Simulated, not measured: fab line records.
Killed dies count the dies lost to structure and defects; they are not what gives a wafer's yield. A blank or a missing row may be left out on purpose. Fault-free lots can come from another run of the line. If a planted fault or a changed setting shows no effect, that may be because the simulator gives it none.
Which tool is to blame? / flow gf180mcu / Sampling: 12 lots, 34 wafers, 5 of 602 route steps

## WHAT THE GAUGES SHOWED, per wafer
GF_V2_BOW_MEAS_05. Usual: V2_BOW gives 100 um (standard deviation 7.8).
lot=L845; measured=day 20 06:16; on=film metro-02; V2_BOW (um)=111 109 99; flag=
lot=L846; measured=day 20 20:31; on=film metro-01; V2_BOW (um)=99 100 110; flag=
lot=L847; measured=day 21 04:55; on=film metro-03; V2_BOW (um)=95 90 96; flag=
lot=L848; measured=day 21 11:20; on=film metro-03; V2_BOW (um)=94 83 98; flag=
lot=L849; measured=day 22 07:01; on=film metro-02; V2_BOW (um)=94 106 92; flag=
lot=L850; measured=day 22 10:47; on=film metro-02; V2_BOW (um)=91 100; flag=
lot=L853; measured=day 23 09:43; on=film metro-01; V2_BOW (um)=94 97; flag=
lot=L859; measured=day 25 16:20; on=film metro-03; V2_BOW (um)=85 100 99; flag=
lot=L860; measured=day 25 17:32; on=film metro-03; V2_BOW (um)=105 115 92; flag=
lot=L861; measured=day 25 21:17; on=film metro-02; V2_BOW (um)=101 98 104; flag=
lot=L863; measured=day 26 16:16; on=film metro-01; V2_BOW (um)=107 98 104; flag=
lot=L864; measured=day 26 16:59; on=film metro-03; V2_BOW (um)=107 109 110; flag=

GF_V4_THK_MEAS_03. Usual: V4_CVD_02_THK gives 846 nm (standard deviation 12).
lot=L845; measured=day 24 16:50; on=film metro-01; V4_CVD_02_THK (nm)=827 844 857; flag=
lot=L846; measured=day 24 20:22; on=film metro-03; V4_CVD_02_THK (nm)=827 844 838; flag=
lot=L847; measured=day 25 04:02; on=film metro-02; V4_CVD_02_THK (nm)=845 844 855; flag=
lot=L848; measured=day 25 16:32; on=film metro-03; V4_CVD_02_THK (nm)=839 850 843; flag=
lot=L849; measured=day 26 04:11; on=film metro-01; V4_CVD_02_THK (nm)=817 833 833; flag=
lot=L850; measured=day 26 15:11; on=film metro-02; V4_CVD_02_THK (nm)=721 843; flag=OFF
lot=L853; measured=day 27 12:39; on=film metro-03; V4_CVD_02_THK (nm)=767 851; flag=OFF
lot=L859; measured=day 29 06:45; on=film metro-01; V4_CVD_02_THK (nm)=862 872 870; flag=
lot=L860; measured=day 29 08:50; on=film metro-01; V4_CVD_02_THK (nm)=853 838 859; flag=
lot=L861; measured=day 29 10:58; on=film metro-02; V4_CVD_02_THK (nm)=841 846 856; flag=
lot=L863; measured=day 30 04:14; on=film metro-03; V4_CVD_02_THK (nm)=827 820 840; flag=
lot=L864; measured=day 30 06:00; on=film metro-02; V4_CVD_02_THK (nm)=834 854 862; flag=

GF_V4_CD_MEAS_14: the cd target is 260 nm. Usual: cd nm 260.3 nm, standard deviation 1.1.
lot=L845; measured=day 25 14:28; on=cd sem-01; cd nm (nm)=260.0 259.8 258.5; flag=
lot=L846; measured=day 25 18:28; on=cd sem-01; cd nm (nm)=259.4 259.2 258.4; flag=
lot=L847; measured=day 26 02:01; on=cd sem-01; cd nm (nm)=261.5 260.9 260.2; flag=
lot=L848; measured=day 26 14:33; on=cd sem-02; cd nm (nm)=260.9 261.0 261.0; flag=
lot=L849; measured=day 27 01:00; on=cd sem-02; cd nm (nm)=259.4 261.6 260.9; flag=
lot=L850; measured=day 27 11:43; on=cd sem-01; cd nm (nm)=259.0 261.4; flag=
lot=L853; measured=day 28 09:16; on=cd sem-02; cd nm (nm)=262.0 260.6; flag=
lot=L859; measured=day 30 02:04; on=cd sem-01; cd nm (nm)=261.5 260.7 261.9; flag=
lot=L860; measured=day 30 03:59; on=cd sem-02; cd nm (nm)=259.4 261.6 261.9; flag=
lot=L861; measured=day 30 06:34; on=cd sem-02; cd nm (nm)=260.7 261.5 261.8; flag=
lot=L863; measured=day 30 22:24; on=cd sem-02; cd nm (nm)=259.8 261.0 261.1; flag=
lot=L864; measured=day 31 00:55; on=cd sem-02; cd nm (nm)=258.5 259.7 260.7; flag=

## WHICH TOOL RAN EACH LOT (tool, then ch and the chambers of the sampled wafers, then the start)
lot=L845; GF_V4_CVD_02=pecvd-02 ch 0,1, day 24 16:43; GF_V4_CMP_04=cmp-01 ch 0,2, day 24 16:56
lot=L846; GF_V4_CVD_02=pecvd-02 ch 0,2, day 24 20:17; GF_V4_CMP_04=cmp-02 ch 0,1,3, day 24 21:03
lot=L847; GF_V4_CVD_02=pecvd-03 ch 0,1,2, day 25 03:57; GF_V4_CMP_04=cmp-02 ch 0,1,2, day 25 04:11
lot=L848; GF_V4_CVD_02=pecvd-04 ch 1,2, day 25 16:28; GF_V4_CMP_04=cmp-02 ch 0,2, day 25 16:57
lot=L849; GF_V4_CVD_02=pecvd-03 ch 0,1, day 26 04:07; GF_V4_CMP_04=cmp-02 ch 0,1,3, day 26 04:18
lot=L850; GF_V4_CVD_02=pecvd-03 ch 1,2, day 26 15:07; GF_V4_CMP_04=cmp-02 ch 3, day 26 15:17
lot=L853; GF_V4_CVD_02=pecvd-03 ch 1,2, day 27 12:35; GF_V4_CMP_04=cmp-01 ch 0,1, day 27 12:41
lot=L859; GF_V4_CVD_02=pecvd-02 ch 1,2, day 29 06:40; GF_V4_CMP_04=cmp-01 ch 0,1, day 29 06:47
lot=L860; GF_V4_CVD_02=pecvd-02 ch 0,2, day 29 08:45; GF_V4_CMP_04=cmp-01 ch 0,1,3, day 29 08:59
lot=L861; GF_V4_CVD_02=pecvd-02 ch 1,2, day 29 10:54; GF_V4_CMP_04=cmp-02 ch 1,2,3, day 29 11:02
lot=L863; GF_V4_CVD_02=pecvd-04 ch 1,2, day 30 04:10; GF_V4_CMP_04=cmp-02 ch 1,3, day 30 04:21
lot=L864; GF_V4_CVD_02=pecvd-04 ch 0,2, day 30 05:55; GF_V4_CMP_04=cmp-01 ch 1,2, day 30 06:28
- GF_V4_CVD_02: deposits SiO2 from TEOS, target thk 850 nm, time 94.851 s.
- GF_V4_CMP_04: polishes SiO2.

## WHAT THE TOOLS THEMSELVES READ (means of the sampled wafers that have a number; where no wafer has one, the mark that the record gives instead)
GF_V4_CVD_02. Usual: heater power w 677 W, standard deviation 92.
lot=L845; tool=pecvd-02; heater power w (W)=769; flag=
lot=L846; tool=pecvd-02; heater power w (W)=689; flag=
lot=L847; tool=pecvd-03; heater power w (W)=653; flag=
lot=L848; tool=pecvd-04; heater power w (W)=656; flag=
lot=L849; tool=pecvd-03; heater power w (W)=604; flag=
lot=L850; tool=pecvd-03; heater power w (W)=692; flag=
lot=L853; tool=pecvd-03; heater power w (W)=758; flag=
lot=L859; tool=pecvd-02; heater power w (W)=711; flag=
lot=L860; tool=pecvd-02; heater power w (W)=593; flag=
lot=L861; tool=pecvd-02; heater power w (W)=639; flag=
lot=L863; tool=pecvd-04; heater power w (W)=674; flag=
lot=L864; tool=pecvd-04; heater power w (W)=675; flag=

GF_V4_CMP_04. Usual: motor current A 11.9 A, standard deviation 1.6; time to endpoint s 79 s, standard deviation 6.5.
lot=L845; tool=cmp-01; motor current A (A)=11.8; time to endpoint s (s)=80; flag=
lot=L846; tool=cmp-02; motor current A (A)=12.0; time to endpoint s (s)=73; flag=
lot=L847; tool=cmp-02; motor current A (A)=13.3; time to endpoint s (s)=77; flag=
lot=L848; tool=cmp-02; motor current A (A)=12.9; time to endpoint s (s)=78; flag=
lot=L849; tool=cmp-02; motor current A (A)=11.8; time to endpoint s (s)=68; flag=
lot=L850; tool=cmp-02; motor current A (A)=10.4; time to endpoint s (s)=50; flag=OFF
lot=L853; tool=cmp-01; motor current A (A)=11.1; time to endpoint s (s)=68; flag=
lot=L859; tool=cmp-01; motor current A (A)=10.9; time to endpoint s (s)=88; flag=
lot=L860; tool=cmp-01; motor current A (A)=10.6; time to endpoint s (s)=82; flag=
lot=L861; tool=cmp-02; motor current A (A)=12.7; time to endpoint s (s)=81; flag=
lot=L863; tool=cmp-02; motor current A (A)=11.5; time to endpoint s (s)=72; flag=
lot=L864; tool=cmp-01; motor current A (A)=10.2; time to endpoint s (s)=84; flag=

## THE ANSWER, worked out from the rows above alone
Rule: a lot counts as off when the mean over its wafers that have a number is more than 3 standard deviations away from the usual mean. Also off: a lot with no number at a reading for which 4 or more lots have one. The other lots that the step has rows for count as sound. After the gauges, taken in route order, come the tools' own readings; for these a lot's mean is taken, as printed above. The first step at which some lot is off is used, and at that step the reading that is off furthest; a lot without a number counts as furthest.
Off: L850, L853, at GF_V4_THK_MEAS_03 (V4_CVD_02_THK).
A tool fits if, at a process step before that reading, it ran every lot that is off, and no sound lot after the first of them. Those tools and the gauges at GF_V4_THK_MEAS_03 are tried in the same way. One fits: GF_V4_CVD_02 on pecvd-03. Its last sound lot is L849 (day 26 04:07), its first lot that is off L850 (day 26 15:07): a fault that began between those two fits.

## WHAT THE SIMULATOR HAD INSERTED
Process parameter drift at GF_V4_CVD_02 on pecvd-03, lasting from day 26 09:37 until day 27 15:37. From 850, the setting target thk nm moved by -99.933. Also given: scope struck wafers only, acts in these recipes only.
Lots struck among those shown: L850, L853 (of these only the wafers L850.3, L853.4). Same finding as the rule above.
